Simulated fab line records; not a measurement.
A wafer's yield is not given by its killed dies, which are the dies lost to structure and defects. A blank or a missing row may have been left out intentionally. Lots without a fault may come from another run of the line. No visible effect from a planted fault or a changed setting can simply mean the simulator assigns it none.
Struck lot and sound lot, side by side	flow sfq-line	37 steps out of a route of 325
Sound: wafers L892.2, L892.5, L892.6. Wafers L906.2, L906.4, L906.5 were the ones struck. At the end, the cause is stated.
Per side, at each step with rows, come the tool, then ch with its chambers, and then its first start. Under that, the readings that differ: sound wafers	struck wafers	difference of the means	sigmas: that difference in standard deviations of wafers without a fault.
alike: words and numbers the same on both sides, and readings whose means are apart by under 2 such deviations; not compared: readings that were withheld, readings missing a value for some wafer, numbers with overlapping values and no deviation given by the record, and bounds like >300 which may hide the same value.
The two part at a step that has a row with sigmas, a row that says differs or no value, or rows on one side only. Numbers that have no deviation but don't overlap get no sigmas and don't part them. A reading missing from all wafers of one side parts the sides only when that side holds two or more wafers.

SFQ_R5_THK_MEAS_934: measures by xrf.
  sound: film-metro-01 at day 47 01:07; struck: film-metro-01 at day 58 06:16
  alike: R5_MONX_THK
then, 6 steps without rows for these wafers: SFQ_TRILAYER_R5_LITHO_COAT_141 (resist thk 62 nm); SFQ_TRILAYER_R5_LITHO_COAT_136 (resist thk 600 nm); SFQ_TRILAYER_R5_LITHO_SOFTBAKE_140; SFQ_TRILAYER_R5_LITHO_EXPOSE_137 (exposes mask R5, target cd 500 nm); SFQ_TRILAYER_R5_LITHO_PEB_139 (peb time 60 s); SFQ_TRILAYER_R5_LITHO_DEVELOP_138 (time 60 s).
-- the record jumps here: 5 days lie between the struck wafers' starts before and after --
SFQ_R5_OVL_MEAS_935:
  sound: overlay-01 at day 53 04:59; struck: overlay-02 at day 63 10:26
  alike: R5_OVL
SFQ_TRILAYER_R5_BARC_OPEN_METAL_ETCH_177: etches BARC in O2, target depth 125 nm, time 41.7 s.
  sound on rie-metal-04 ch 0, day 53 05:02; struck on rie-metal-03 ch 0, day 63 10:29
  alike: drypump-motor-current-A, oes-product-au
  not compared: rf-hours-counter-h
SFQ_TRILAYER_R5_ETCH_METAL_ETCH_139: etches the open film in Cl2, stops on SiO2, target depth 60 nm, time 40 s.
  sound on rie-metal-04 ch 0, day 53 05:10; struck on rie-metal-03 ch 0, day 63 10:36
  alike: drypump-motor-current-A, oes-product-au
  not compared: rf-hours-counter-h
then, 2 steps without rows for these wafers: SFQ_TRILAYER_R5_STRIP_STRIP_140 (strips in O2); SFQ_TRILAYER_R5_STRIP_SOLV_CLEAN_141 (cleans in NMP, time 600 s).
SFQ_TRILAYER_A5C_DEP_PECVD_142: deposits SiO2 from SiH4/N2O, time 15.556 s, target thk 70 nm.
  sound on pecvd-01 ch 1,2, day 53 06:38; struck on pecvd-02 ch 0,2, day 63 12:04
reading	sound	struck	difference	sigmas
rf-fwd-power-W (W)	179.6 180.6 179.9	209.3 210.1 209.3	+29.5	+25
model.SiO2_of_TRILAYER_A5C_DEP_PECVD_142.thk-nm (nm)	68.97 70.47 70.51	72.55 71.95 73.38	+2.64	
  alike: heater-power-w, throttle-valve-pct
  not compared: since-wet-clean-h
then, 6 steps without rows for these wafers: SFQ_TRILAYER_I5_LITHO_COAT_149 (resist thk 62 nm); SFQ_TRILAYER_I5_LITHO_COAT_144 (resist thk 650 nm); SFQ_TRILAYER_I5_LITHO_SOFTBAKE_148; SFQ_TRILAYER_I5_LITHO_EXPOSE_145 (exposes mask I5, target cd 700 nm); SFQ_TRILAYER_I5_LITHO_PEB_147 (peb time 60 s); SFQ_TRILAYER_I5_LITHO_DEVELOP_146 (time 60 s).
SFQ_I5_OVL_MEAS_936:
  sound: overlay-01 at day 59 06:41; struck: overlay-02 at day 64 08:32
  alike: I5_OVL
SFQ_TRILAYER_I5_BARC_OPEN_VIA_ETCH_200: etches BARC in O2, target depth 125 nm, time 41.7 s.
  sound on rie-diel-03 ch 0,2,3, day 59 06:43; struck on rie-diel-04 ch 0,2,3, day 64 08:34
  alike: drypump-motor-current-A, oes-product-au
  not compared: rf-hours-counter-h
SFQ_TRILAYER_I5_ETCH_VIA_ETCH_147: etches the open film in CHF3, stops on Nb, target depth 360 nm.
  sound on rie-diel-03 ch 0,2,3, day 59 06:46; struck on rie-diel-04 ch 0,2,3, day 64 08:37
  alike: drypump-motor-current-A, oes-product-au
SFQ_TRILAYER_I5_STRIP_STRIP_148: strips in O2.
  sound on rie-metal-01 ch 0,1, day 59 06:55; struck on rie-metal-02 ch 0,1, day 64 08:46
reading	sound	struck	difference	sigmas
drypump-motor-current-A (A)	5.2 5.1 5.1	5.8 6.0 5.9	+0.8	+2
  alike: oes-product-au
  not compared: rf-hours-counter-h
then, 7 steps without rows for these wafers: SFQ_TRILAYER_I5_STRIP_SOLV_CLEAN_149 (cleans in NMP, time 600 s); SFQ_TRILAYER_C5_LITHO_COAT_156 (resist thk 62 nm); SFQ_TRILAYER_C5_LITHO_COAT_151 (resist thk 650 nm); SFQ_TRILAYER_C5_LITHO_SOFTBAKE_155; SFQ_TRILAYER_C5_LITHO_EXPOSE_152 (exposes mask C5, target cd 500 nm); SFQ_TRILAYER_C5_LITHO_PEB_154 (peb time 60 s); SFQ_TRILAYER_C5_LITHO_DEVELOP_153 (time 60 s).
-- the record jumps here: 5 days lie between the struck wafers' starts before and after --
SFQ_C5_OVL_MEAS_937:
  sound: overlay-01 at day 64 02:47; struck: overlay-02 at day 68 22:47
  alike: C5_OVL
then, 1 step without rows for these wafers: SFQ_TRILAYER_C5_BARC_OPEN_VIA_ETCH_210 (etches BARC in O2, target depth 125 nm, time 41.7 s).
SFQ_TRILAYER_C5_ETCH_VIA_ETCH_154: etches SiO2 in CHF3, stops on Nb, target depth 84 nm.
  sound on rie-diel-01 ch 0,1,2, day 64 02:51; struck on rie-diel-01 ch 1,2,3, day 68 22:52
reading	sound	struck	difference	sigmas
model.C5.feature-depth-nm (nm)	68.97 70.47 70.51	72.55 71.95 73.38	+2.64	
model.etch.depth-nm (nm)	68.97 70.47 70.51	72.55 71.95 73.38	+2.64	
  alike: drypump-motor-current-A, oes-product-au
then, 2 steps without rows for these wafers: SFQ_TRILAYER_C5_STRIP_STRIP_155 (strips in O2); SFQ_TRILAYER_C5_STRIP_SOLV_CLEAN_156 (cleans in NMP, time 600 s).
SFQ_TRILAYER_M6_DEP_PRE_CLEAN_158: time 22.5 s.
  sound: pvd-sputter-06 at day 64 04:16; struck: pvd-sputter-04 at day 69 00:17
reading	sound	struck	difference	sigmas
model.SiO2_of_TRILAYER_A5C_DEP_PECVD_142.thk-nm (nm)	61.47 62.97 63.01	65.05 64.45 65.88	+2.64	
then, 1 step without rows for these wafers: SFQ_TRILAYER_M6_DEP_SPUTTER_157 (material Nb, target thk 200 nm, time 133.3 s).

== WHERE THEY PART ==
Last at SFQ_TRILAYER_I5_STRIP_STRIP_148 as far as this record goes, first at SFQ_TRILAYER_A5C_DEP_PECVD_142. Later steps at which nothing parts them and some readings are alike: SFQ_C5_OVL_MEAS_937, SFQ_TRILAYER_C5_ETCH_VIA_ETCH_154.

WHY: whatever the simulator had introduced
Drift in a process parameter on pecvd-02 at SFQ_TRILAYER_A5C_DEP_PECVD_142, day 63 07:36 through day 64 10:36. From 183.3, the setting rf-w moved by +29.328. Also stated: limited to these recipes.
